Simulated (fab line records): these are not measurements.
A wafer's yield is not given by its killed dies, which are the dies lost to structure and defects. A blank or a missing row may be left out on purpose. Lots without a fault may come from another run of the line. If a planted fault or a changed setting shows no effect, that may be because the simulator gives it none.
Which of the tools did it? | flow sky130 | 13 lots, 39 wafers sampled, at 5 steps of a route of 708

== WHAT THE GAUGES SHOWED, per wafer ==
SKY_VIA3_THK_MEAS_01. Usual: for VIA3_HDPCVD_THK the level is 1637 nm and the standard deviation is 14.
lot  | measured     | on            | VIA3_HDPCVD_THK (nm) | flag
L897 | day 38 06:23 | film metro-01 | 1631 1627 1642       |
L898 | day 38 13:49 | film metro-04 | 1656 1635 1628       |
L899 | day 38 22:08 | film metro-02 | 1644 1625 1617       |
L900 | day 39 04:24 | film metro-04 | 1655 1670 1663       |
L901 | day 39 13:20 | film metro-02 | 1633 1643 1633       |
L902 | day 40 05:22 | film metro-04 | 1645 1635 1641       |
L903 | day 41 05:52 | film metro-02 | 1648 1640 1641       |
L905 | day 41 04:50 | film metro-04 | 1641 1631 1633       |
L908 | day 42 01:21 | film metro-02 | 1644 1658 1660       |
L909 | day 42 10:01 | film metro-01 | 1072 1645 1073       | OFF
L911 | day 42 22:53 | film metro-02 | 1633 1642 1073       | OFF
L915 | day 44 00:54 | film metro-02 | 1649 1648 1649       |
L920 | day 44 22:31 | film metro-01 | 1613 1624 1633       |

SKY_VIA3_RS_MEAS_22: uses a four-point probe to measure. Usual: for VIA3_W_RS the level is 0.294 ohm/sq and the standard deviation is 0.0039.
lot  | measured     | on            | VIA3_W_RS (ohm/sq) | flag
L897 | day 39 09:19 | film metro-01 | 0.298 0.298 0.296  |
L898 | day 39 15:46 | film metro-02 | 0.295 0.295 0.297  |
L899 | day 39 23:52 | film metro-04 | 0.298 0.303 0.296  |
L900 | day 40 06:36 | film metro-01 | 0.292 0.294 0.292  |
L901 | day 40 14:42 | film metro-02 | 0.297 0.293 0.292  |
L902 | day 41 06:38 | film metro-01 | 0.296 0.295 0.296  |
L903 | day 42 07:02 | film metro-01 | 0.284 0.295 0.290  |
L905 | day 42 05:59 | film metro-02 | 0.293 0.288 0.295  |
L908 | day 43 01:40 | film metro-02 | 0.297 0.293 0.299  |
L909 | day 43 10:25 | film metro-04 | 0.292 0.288 0.297  |
L911 | day 43 22:08 | film metro-02 | 0.299 0.295 0.290  |
L915 | day 45 01:01 | film metro-04 | 0.293 0.291 0.290  |
L920 | day 45 20:49 | film metro-01 | 0.289 0.288 0.294  |

== WHICH TOOL RAN EACH LOT (tool, then ch and the chambers of the sampled wafers, then the start) ==
lot  | SKY_VIA2_CVD_21               | SKY_METAL3_SPUTTER_03        | SKY_VIA3_HDPCVD_00
L897 | cvd w-02 ch 0,1, day 36 00:13 | pvd sputter-02, day 36 00:54 | hdpcvd-01 ch 0,1, day 38 06:08
L898 | cvd w-01 ch 0,1, day 36 08:48 | pvd sputter-01, day 36 09:29 | hdpcvd-02 ch 0,1,2, day 38 13:38
L899 | cvd w-01 ch 0, day 36 15:34   | pvd sputter-04, day 36 16:16 | hdpcvd-02 ch 0,1,2, day 38 22:02
L900 | cvd w-02 ch 0,1, day 36 22:55 | pvd sputter-02, day 36 23:35 | hdpcvd-02 ch 0,1,2, day 39 04:17
L901 | cvd w-01 ch 0,1, day 37 07:44 | pvd sputter-01, day 37 08:26 | hdpcvd-02 ch 1,2, day 39 13:10
L902 | cvd w-02 ch 0,1, day 38 00:46 | pvd sputter-01, day 38 01:28 | hdpcvd-02 ch 0,1,2, day 40 05:12
L903 | cvd w-02 ch 0,1, day 39 00:45 | pvd sputter-02, day 39 01:25 | hdpcvd-02 ch 0,1, day 41 05:41
L905 | cvd w-02 ch 0,1, day 39 01:24 | pvd sputter-02, day 39 02:13 | hdpcvd-01 ch 1,2, day 41 04:40
L908 | cvd w-01 ch 0,1, day 39 22:22 | pvd sputter-02, day 39 23:04 | hdpcvd-01 ch 0,1,2, day 42 01:11
L909 | cvd w-02 ch 1, day 40 06:29   | pvd sputter-02, day 40 07:11 | hdpcvd-02 ch 0,1, day 42 09:51
L911 | cvd w-02 ch 0,1, day 40 20:38 | pvd sputter-04, day 40 21:18 | hdpcvd-02 ch 0,1,2, day 42 22:46
L915 | cvd w-01 ch 0,1, day 42 00:15 | pvd sputter-02, day 42 01:32 | hdpcvd-01 ch 0,1,2, day 44 00:43
L920 | cvd w-02 ch 0,1, day 42 23:12 | pvd sputter-01, day 42 23:53 | hdpcvd-01 ch 1,2, day 44 22:21
- SKY_VIA2_CVD_21: deposits W, target thk 420 nm, time 126.4 s.
- SKY_METAL3_SPUTTER_03: material Ti, target thk 5 nm, time 3.3 s.
- SKY_VIA3_HDPCVD_00: deposits SiO2, target thk 1635 nm, time 272.5 s.

== WHAT THE TOOLS THEMSELVES READ (means of the sampled wafers that have a number; where no wafer has one, the mark that the record gives instead) ==
SKY_VIA2_CVD_21. Usual: 908 W for heater power w, sd 41.
lot  | tool     | heater power w (W) | flag
L897 | cvd w-02 | 926                |
L898 | cvd w-01 | 923                |
L899 | cvd w-01 | 953                |
L900 | cvd w-02 | 918                |
L901 | cvd w-01 | 896                |
L902 | cvd w-02 | 936                |
L903 | cvd w-02 | 940                |
L905 | cvd w-02 | 940                |
L908 | cvd w-01 | 846                |
L909 | cvd w-02 | 921                |
L911 | cvd w-02 | 916                |
L915 | cvd w-01 | 870                |
L920 | cvd w-02 | 929                |

SKY_METAL3_SPUTTER_03. Usual: 30.0 % for throttle valve pct, sd 1.1.
lot  | tool           | throttle valve pct (%) | flag
L897 | pvd sputter-02 | 29.0                   |
L898 | pvd sputter-01 | 31.5                   |
L899 | pvd sputter-04 | 30.1                   |
L900 | pvd sputter-02 | 29.1                   |
L901 | pvd sputter-01 | 30.4                   |
L902 | pvd sputter-01 | 31.8                   |
L903 | pvd sputter-02 | 29.7                   |
L905 | pvd sputter-02 | 29.8                   |
L908 | pvd sputter-02 | 29.2                   |
L909 | pvd sputter-02 | 30.0                   |
L911 | pvd sputter-04 | 30.3                   |
L915 | pvd sputter-02 | 28.9                   |
L920 | pvd sputter-01 | 30.4                   |

SKY_VIA3_HDPCVD_00. Usual: 300.5 s for run length s, sd 0.71.
lot  | tool      | run length s (s) | flag
L897 | hdpcvd-01 | 300.3            |
L898 | hdpcvd-02 | 300.8            |
L899 | hdpcvd-02 | 300.7            |
L900 | hdpcvd-02 | 300.8            |
L901 | hdpcvd-02 | 301.0            |
L902 | hdpcvd-02 | 300.5            |
L903 | hdpcvd-02 | 301.4            |
L905 | hdpcvd-01 | 300.3            |
L908 | hdpcvd-01 | 300.3            |
L909 | hdpcvd-02 | 238.0            | OFF
L911 | hdpcvd-02 | 269.3            | OFF
L915 | hdpcvd-01 | 300.2            |
L920 | hdpcvd-01 | 300.4            |

== THE ANSWER, worked out from the rows above alone ==
Rule: lot off if the mean of its wafers having a number is beyond 3 standard deviations from the usual mean. Also off: a lot with no number at a reading for which 4 or more lots have one. Any other lot the step has rows for is counted as sound. First the gauges in route order, then the tools' own readings, where a lot's mean is used as printed above. At the first step where some lot is off, the reading lying furthest off is the one used; lots without a number count as furthest.
Off: L909, L911, seen at SKY_VIA3_THK_MEAS_01 (VIA3_HDPCVD_THK).
If a tool, at a process step before that reading, ran all the lots that are off and no sound lot after the first of them, it fits. The gauges at SKY_VIA3_THK_MEAS_01 aren't tried: what is off there is off at SKY_VIA3_HDPCVD_00 too, on other tools, and a gauge's error can't cause that. One fits: hdpcvd-02 at SKY_VIA3_HDPCVD_00. A fault onset in the window from L903 (day 41 05:41, its last sound lot) to L909 (day 42 09:51, its first lot off) fits.
The tool's own readings at SKY_VIA3_HDPCVD_00 bear it out: on the lots that are off they differ by more than 5 times the standard deviation of the sound lots' means. run length s reads 253.7 s there against 300.6 s on the sound lots.

== WHAT HAD BEEN PUT IN BY THE SIMULATOR ==
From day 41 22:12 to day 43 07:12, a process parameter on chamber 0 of hdpcvd-02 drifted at SKY_VIA3_HDPCVD_00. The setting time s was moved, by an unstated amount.
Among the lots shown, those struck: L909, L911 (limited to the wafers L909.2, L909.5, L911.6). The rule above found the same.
